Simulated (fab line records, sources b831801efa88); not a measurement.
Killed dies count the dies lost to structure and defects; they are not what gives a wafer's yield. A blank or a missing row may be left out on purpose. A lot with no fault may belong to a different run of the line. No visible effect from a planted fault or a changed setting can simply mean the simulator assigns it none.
Split-lot study -- flow sky130 -- 5 lots, 23 wafers read, on a route of 708 steps

== THE SPLIT ITSELF ==
At SKY_LDD_P_DEVELOP_06 (develop time 60 s), the setting develop-time-s was moved away from the recipe's 60 s on 10 of the 23 wafers read, by -12.1% to +13.1%. The other wafers ran this setting at the recipe's value.

There is no step in the file separating the split from the reading.

== THE READING ==
cd-nm, in nm, at SKY_LDD_P_CD_MEAS_07 (target cd 380 nm). Fault-free wafers of this fab line usually give 380 nm, standard deviation 3.3 nm.

wafer,"tool, chamber at the split","develop-time-s as run, s",against the recipe,"cd-nm, nm",against lot-mates on the recipe
L074.1,"litho-track-03, 0",60,recipe,380,-
L074.2,"litho-track-03, 0",60,recipe,375,-
L074.4,"litho-track-03, 0",60,recipe,381,-
L074.5,"litho-track-03, 0",53.16,-11.4%,364,-15
L074.6,"litho-track-03, 0",53.16,-11.4%,365,-14
L077.1,"litho-track-02, 0",60,recipe,382,-
L077.2,"litho-track-02, 0",54.81,-8.6%,372,-10
L077.3,"litho-track-02, 0",60,recipe,381,-
L077.4,"litho-track-02, 0",54.81,-8.6%,369,-12
L077.6,"litho-track-02, 0",54.81,-8.6%,370,-12
L083.4,"litho-track-03, 0",60,recipe,386,-
L083.5,"litho-track-03, 0",60,recipe,384,-
L083.6,"litho-track-03, 0",60,recipe,384,-
L081.1,"litho-track-03, 0",67.89,+13.1%,392,+14
L081.2,"litho-track-03, 0",60,recipe,378,-
L081.4,"litho-track-03, 0",60,recipe,378,-
L081.5,"litho-track-03, 0",60,recipe,378,-
L081.6,"litho-track-03, 0",67.89,+13.1%,389,+11
L085.1,"litho-track-04, 0",52.76,-12.1%,368,-14
L085.2,"litho-track-04, 0",52.76,-12.1%,371,-12
L085.3,"litho-track-04, 0",52.76,-12.1%,369,-14
L085.4,"litho-track-04, 0",60,recipe,382,-
L085.6,"litho-track-04, 0",60,recipe,383,-

FIT RESULTS
A straight line over all 23 wafers: cd-nm changes by +0.999 nm for each +1% of develop-time-s; r = +0.92; the points scatter about the line by 3 nm.
The same after taking each lot's own level away (the mean of its wafers on the recipe; 23 wafers): +1.09 nm for each +1%; r = +0.98; scatter 1.6 nm.
That fit puts the effect of the largest move of develop-time-s on the reading at 14 nm.
The lots' own levels span 378.0 to 384.7 nm, that is 2.0 times the standard deviation above.
The two slopes agree, so the slope changes little with the lot-to-lot level.
Check: +13.8 nm against its lot-mates is what the line predicts for one of the wafers moved furthest among these (+13.1%) when that wafer is left out of the fit. It came out at +14 nm against them.

== THE OTHER SPLITS THESE WAFERS WENT THROUGH ==
Other splits were also applied to these wafers ahead of the reading. Each is held against what the fit with the lots' levels taken away leaves over:
other split on the same wafers,wafers away from the commonest value,r with cd-nm (lot level and that fit taken away)
SKY_GATE_OXIDE_OXIDATION_01 temp-c,10,+0.15
SKY_GATE_OXIDE_COAT_05 spin-rpm,9,+0.18
SKY_GATE_OXIDE_IMPLANT_11 energy-kev,5,+0.19
SKY_RES_PROTECT_SOFTBAKE_03 temp-c,6,+0.16
SKY_POLY_GATE_CVD_03 pressure-mtorr,18,-0.07
SKY_POLY_GATE_COAT_08 resist-thk-nm,6,-0.37
SKY_POLY_GATE_ETCH_16 source-w,6,+0.03
SKY_LDD_N_IMPLANT_10 energy-kev,10,-0.01

== FILE'S OWN FIT ==
cd-nm changes by +1.12 nm for each +1% of develop-time-s, r = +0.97.
